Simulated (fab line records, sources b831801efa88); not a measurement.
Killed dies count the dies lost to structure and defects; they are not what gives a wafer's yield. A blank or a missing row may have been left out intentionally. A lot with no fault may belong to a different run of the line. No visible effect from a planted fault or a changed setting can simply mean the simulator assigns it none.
Which tool is to blame? / flow gf180mcu / 39 wafers from 13 lots sampled at 6 of the route's 602 steps

## WHAT THE GAUGES READ, wafer by wafer
GF_CONTACT_THK_MEAS_01. Usual: CONTACT_CVD_00_THK gives 301.1 nm (standard deviation 2.8).
lot=L954; measured=day 15 09:01; on=filmMetro-01; CONTACT_CVD_00_THK (nm)=300.8 299.6 299.1; flag=
lot=L955; measured=day 15 16:56; on=filmMetro-01; CONTACT_CVD_00_THK (nm)=299.2 294.8 301.8; flag=
lot=L957; measured=day 16 06:14; on=filmMetro-01; CONTACT_CVD_00_THK (nm)=303.0 300.0 299.5; flag=
lot=L958; measured=day 16 14:47; on=filmMetro-01; CONTACT_CVD_00_THK (nm)=304.1 303.2 303.3; flag=
lot=L959; measured=day 17 03:43; on=filmMetro-01; CONTACT_CVD_00_THK (nm)=300.9 301.6 300.2; flag=
lot=L960; measured=day 17 08:43; on=filmMetro-04; CONTACT_CVD_00_THK (nm)=299.8 302.2 304.4; flag=
lot=L961; measured=day 17 20:10; on=filmMetro-02; CONTACT_CVD_00_THK (nm)=300.6 299.5 301.7; flag=
lot=L963; measured=day 18 07:23; on=filmMetro-02; CONTACT_CVD_00_THK (nm)=295.7 296.8 296.8; flag=
lot=L973; measured=day 21 21:46; on=filmMetro-02; CONTACT_CVD_00_THK (nm)=301.4 304.7 304.3; flag=
lot=L974; measured=day 22 06:49; on=filmMetro-01; CONTACT_CVD_00_THK (nm)=300.5 301.0 303.3; flag=
lot=L975; measured=day 22 18:10; on=filmMetro-04; CONTACT_CVD_00_THK (nm)=300.9 301.1 300.1; flag=
lot=L976; measured=day 22 19:43; on=filmMetro-04; CONTACT_CVD_00_THK (nm)=304.2 297.8 297.9; flag=
lot=L977; measured=day 23 00:34; on=filmMetro-01; CONTACT_CVD_00_THK (nm)=307.7 302.0 306.5; flag=

GF_CONTACT_CD_MEAS_14 targets a cd of 220 nm. Usual: cdNm at 220.0 nm, with a standard deviation of 1.5.
lot=L954; measured=day 16 08:07; on=cdSem-02; cdNm (nm)=218.1 217.3 218.9; flag=
lot=L955; measured=day 16 15:35; on=cdSem-02; cdNm (nm)=219.9 220.4 219.1; flag=
lot=L957; measured=day 17 05:30; on=cdSem-01; cdNm (nm)=219.5 220.3 220.6; flag=
lot=L958; measured=day 17 14:02; on=cdSem-02; cdNm (nm)=218.9 218.4 218.5; flag=
lot=L959; measured=day 18 03:54; on=cdSem-02; cdNm (nm)=221.0 221.4 221.3; flag=
lot=L960; measured=day 18 08:17; on=cdSem-02; cdNm (nm)=221.7 219.3 220.5; flag=
lot=L961; measured=day 18 20:35; on=cdSem-01; cdNm (nm)=221.7 220.6 219.2; flag=
lot=L963; measured=day 19 07:56; on=cdSem-02; cdNm (nm)=219.3 219.6 219.7; flag=
lot=L973; measured=day 22 21:30; on=cdSem-02; cdNm (nm)=220.2 220.7 218.6; flag=
lot=L974; measured=day 23 07:38; on=cdSem-01; cdNm (nm)=218.6 219.9 219.8; flag=
lot=L975; measured=day 23 15:35; on=cdSem-01; cdNm (nm)=218.5 216.2 217.1; flag=
lot=L976; measured=day 23 16:54; on=cdSem-01; cdNm (nm)=221.8 221.2 221.7; flag=
lot=L977; measured=day 23 23:28; on=cdSem-02; cdNm (nm)=220.1 221.0 221.3; flag=

GF_CONTACT_RS_MEAS_25: measurement is done with a four-point probe. Usual: CONTACT_W_RS gives 0.382 ohm/sq (standard deviation 0.0043).
lot=L954; measured=day 16 08:57; on=filmMetro-01; CONTACT_W_RS (ohm/sq)=0.371 0.377 0.377; flag=
lot=L955; measured=day 16 16:25; on=filmMetro-04; CONTACT_W_RS (ohm/sq)=0.378 0.382 0.383; flag=
lot=L957; measured=day 17 06:20; on=filmMetro-01; CONTACT_W_RS (ohm/sq)=0.380 0.381 0.383; flag=
lot=L958; measured=day 17 14:51; on=filmMetro-04; CONTACT_W_RS (ohm/sq)=0.374 0.376 0.379; flag=
lot=L959; measured=day 18 04:43; on=filmMetro-04; CONTACT_W_RS (ohm/sq)=0.380 0.378 0.382; flag=
lot=L960; measured=day 18 09:11; on=filmMetro-01; CONTACT_W_RS (ohm/sq)=0.385 0.382 0.388; flag=
lot=L961; measured=day 18 21:25; on=filmMetro-02; CONTACT_W_RS (ohm/sq)=0.383 0.380 0.381; flag=
lot=L963; measured=day 19 08:46; on=filmMetro-04; CONTACT_W_RS (ohm/sq)=0.386 0.384 0.444; flag=OFF
lot=L973; measured=day 22 22:19; on=filmMetro-01; CONTACT_W_RS (ohm/sq)=0.382 0.377 0.379; flag=
lot=L974; measured=day 23 08:40; on=filmMetro-01; CONTACT_W_RS (ohm/sq)=0.381 0.379 0.386; flag=
lot=L975; measured=day 23 16:30; on=filmMetro-01; CONTACT_W_RS (ohm/sq)=0.386 0.386 0.391; flag=
lot=L976; measured=day 23 17:43; on=filmMetro-02; CONTACT_W_RS (ohm/sq)=0.389 0.388 0.386; flag=
lot=L977; measured=day 24 00:17; on=filmMetro-04; CONTACT_W_RS (ohm/sq)=0.377 0.382 0.377; flag=

GF_CONTACT_THK_MEAS_26: measures by xrf. Usual: CONTACT_W_THK gives 302 nm (standard deviation 4.2).
lot=L954; measured=day 16 09:03; on=filmMetro-01; CONTACT_W_THK (nm)=309 305 303; flag=
lot=L955; measured=day 16 16:31; on=filmMetro-04; CONTACT_W_THK (nm)=307 303 305; flag=
lot=L957; measured=day 17 06:26; on=filmMetro-01; CONTACT_W_THK (nm)=308 307 305; flag=
lot=L958; measured=day 17 14:58; on=filmMetro-04; CONTACT_W_THK (nm)=312 309 306; flag=
lot=L959; measured=day 18 04:49; on=filmMetro-04; CONTACT_W_THK (nm)=305 307 303; flag=
lot=L960; measured=day 18 09:19; on=filmMetro-01; CONTACT_W_THK (nm)=299 302 297; flag=
lot=L961; measured=day 18 21:32; on=filmMetro-02; CONTACT_W_THK (nm)=298 300 300; flag=
lot=L963; measured=day 19 08:53; on=filmMetro-04; CONTACT_W_THK (nm)=300 305 261; flag=OFF
lot=L973; measured=day 22 22:25; on=filmMetro-01; CONTACT_W_THK (nm)=301 307 305; flag=
lot=L974; measured=day 23 08:47; on=filmMetro-01; CONTACT_W_THK (nm)=305 304 300; flag=
lot=L975; measured=day 23 16:35; on=filmMetro-01; CONTACT_W_THK (nm)=299 299 294; flag=
lot=L976; measured=day 23 17:50; on=filmMetro-02; CONTACT_W_THK (nm)=295 294 298; flag=
lot=L977; measured=day 24 00:23; on=filmMetro-04; CONTACT_W_THK (nm)=309 305 309; flag=

## TOOL THAT RAN EACH LOT (tool first, then ch and the chambers of the sampled wafers, then the start)
lot=L954; GF_CONTACT_ETCH_17=rieDiel-01 ch 1,2,3, day 16 08:50 or earlier; GF_CONTACT_CVD_24=cvdW-02 ch 0,1, day 16 08:50
lot=L955; GF_CONTACT_ETCH_17=rieDiel-01 ch 0,1,2, day 16 16:17 or earlier; GF_CONTACT_CVD_24=cvdW-02 ch 0,1, day 16 16:17
lot=L957; GF_CONTACT_ETCH_17=rieDiel-03 ch 1,2, day 17 06:13 or earlier; GF_CONTACT_CVD_24=cvdW-02 ch 0,1, day 17 06:13
lot=L958; GF_CONTACT_ETCH_17=rieDiel-04 ch 0,2,3, day 17 14:44 or earlier; GF_CONTACT_CVD_24=cvdW-02 ch 0,1, day 17 14:44
lot=L959; GF_CONTACT_ETCH_17=rieDiel-03 ch 2,3, day 18 04:37 or earlier; GF_CONTACT_CVD_24=cvdW-01 ch 0,1, day 18 04:37
lot=L960; GF_CONTACT_ETCH_17=rieDiel-01 ch 0,3, day 18 09:05 or earlier; GF_CONTACT_CVD_24=cvdW-01 ch 0,1, day 18 09:05
lot=L961; GF_CONTACT_ETCH_17=rieDiel-03 ch 0,1,3, day 18 21:19 or earlier; GF_CONTACT_CVD_24=cvdW-02 ch 0,1, day 18 21:19
lot=L963; GF_CONTACT_ETCH_17=rieDiel-01 ch 1,2,3, day 19 08:40 or earlier; GF_CONTACT_CVD_24=cvdW-01 ch 0,1, day 19 08:40
lot=L973; GF_CONTACT_ETCH_17=rieDiel-01 ch 0,3, day 22 22:13 or earlier; GF_CONTACT_CVD_24=cvdW-02 ch 0,1, day 22 22:13
lot=L974; GF_CONTACT_ETCH_17=rieDiel-03 ch 0,1, day 23 08:31 or earlier; GF_CONTACT_CVD_24=cvdW-01 ch 1, day 23 08:31
lot=L975; GF_CONTACT_ETCH_17=rieDiel-03 ch 0,1,3, day 23 16:21 or earlier; GF_CONTACT_CVD_24=cvdW-01 ch 0,1, day 23 16:21
lot=L976; GF_CONTACT_ETCH_17=rieDiel-03 ch 0,1,2, day 23 17:37 or earlier; GF_CONTACT_CVD_24=cvdW-01 ch 0,1, day 23 17:37
lot=L977; GF_CONTACT_ETCH_17=rieDiel-04 ch 1,2,3, day 24 00:11 or earlier; GF_CONTACT_CVD_24=cvdW-01 ch 0,1, day 24 00:11
- GF_CONTACT_ETCH_17: etches SiO2 in C4F8/O2/Ar, stops on CoSi2, target depth 860 nm.
- GF_CONTACT_CVD_24: deposits W, target thk 300 nm, time 90.339 s.

## AS READ BY THE TOOLS THEMSELVES (means over the sampled wafers that have a number; for cases with no such wafer, the mark the record gives instead)
GF_CONTACT_ETCH_17. Usual: oesProductAu at 0.816 a.u., with a standard deviation of 0.0049.
lot=L954; tool=rieDiel-01; oesProductAu (a.u.)=0.815; flag=
lot=L955; tool=rieDiel-01; oesProductAu (a.u.)=0.816; flag=
lot=L957; tool=rieDiel-03; oesProductAu (a.u.)=0.815; flag=
lot=L958; tool=rieDiel-04; oesProductAu (a.u.)=0.814; flag=
lot=L959; tool=rieDiel-03; oesProductAu (a.u.)=0.815; flag=
lot=L960; tool=rieDiel-01; oesProductAu (a.u.)=0.818; flag=
lot=L961; tool=rieDiel-03; oesProductAu (a.u.)=0.814; flag=
lot=L963; tool=rieDiel-01; oesProductAu (a.u.)=0.810; flag=
lot=L973; tool=rieDiel-01; oesProductAu (a.u.)=0.815; flag=
lot=L974; tool=rieDiel-03; oesProductAu (a.u.)=0.816; flag=
lot=L975; tool=rieDiel-03; oesProductAu (a.u.)=0.815; flag=
lot=L976; tool=rieDiel-03; oesProductAu (a.u.)=0.814; flag=
lot=L977; tool=rieDiel-04; oesProductAu (a.u.)=0.821; flag=

GF_CONTACT_CVD_24. Usual: chamberPressureTorr 40.02 Torr, standard deviation 0.084; heaterPowerW 886 W, standard deviation 70.
lot=L954; tool=cvdW-02; chamberPressureTorr (Torr)=40.11; heaterPowerW (W)=861; flag=
lot=L955; tool=cvdW-02; chamberPressureTorr (Torr)=39.97; heaterPowerW (W)=896; flag=
lot=L957; tool=cvdW-02; chamberPressureTorr (Torr)=40.05; heaterPowerW (W)=904; flag=
lot=L958; tool=cvdW-02; chamberPressureTorr (Torr)=40.03; heaterPowerW (W)=865; flag=
lot=L959; tool=cvdW-01; chamberPressureTorr (Torr)=39.90; heaterPowerW (W)=909; flag=
lot=L960; tool=cvdW-01; chamberPressureTorr (Torr)=40.00; heaterPowerW (W)=859; flag=
lot=L961; tool=cvdW-02; chamberPressureTorr (Torr)=39.95; heaterPowerW (W)=901; flag=
lot=L963; tool=cvdW-01; chamberPressureTorr (Torr)=36.70; heaterPowerW (W)=918; flag=OFF
lot=L973; tool=cvdW-02; chamberPressureTorr (Torr)=40.01; heaterPowerW (W)=918; flag=
lot=L974; tool=cvdW-01; chamberPressureTorr (Torr)=40.07; heaterPowerW (W)=802; flag=
lot=L975; tool=cvdW-01; chamberPressureTorr (Torr)=39.97; heaterPowerW (W)=858; flag=
lot=L976; tool=cvdW-01; chamberPressureTorr (Torr)=39.94; heaterPowerW (W)=912; flag=
lot=L977; tool=cvdW-01; chamberPressureTorr (Torr)=39.94; heaterPowerW (W)=859; flag=

## THE ANSWER, worked out from the rows above alone
Rule: a lot is off if the mean of its wafers that have a number lies more than 3 standard deviations from the usual mean. A lot without any number at a reading at which 4 lots or more have one is off too. The other lots that the step has rows for count as sound. After the gauges, taken in route order, come the tools' own readings; for these a lot's mean is taken, as printed above. At the first step where some lot is off, the reading lying furthest off is the one used; lots without a number count as furthest.
Off: at GF_CONTACT_RS_MEAS_25 (CONTACT_W_RS), L963.
If a tool, at a process step before that reading, ran all the lots that are off and no sound lot after the first of them, it fits. Not tried: the gauges at GF_CONTACT_RS_MEAS_25; whatever is off there is also off at GF_CONTACT_CVD_24, on other tools, and gauge error can't account for it. GF_CONTACT_ETCH_17 gives no start for some lots, so the hours and the order of its lots are those of GF_CONTACT_CVD_24. No candidate that was tried fits.

## WHAT HAD BEEN PUT IN BY THE SIMULATOR
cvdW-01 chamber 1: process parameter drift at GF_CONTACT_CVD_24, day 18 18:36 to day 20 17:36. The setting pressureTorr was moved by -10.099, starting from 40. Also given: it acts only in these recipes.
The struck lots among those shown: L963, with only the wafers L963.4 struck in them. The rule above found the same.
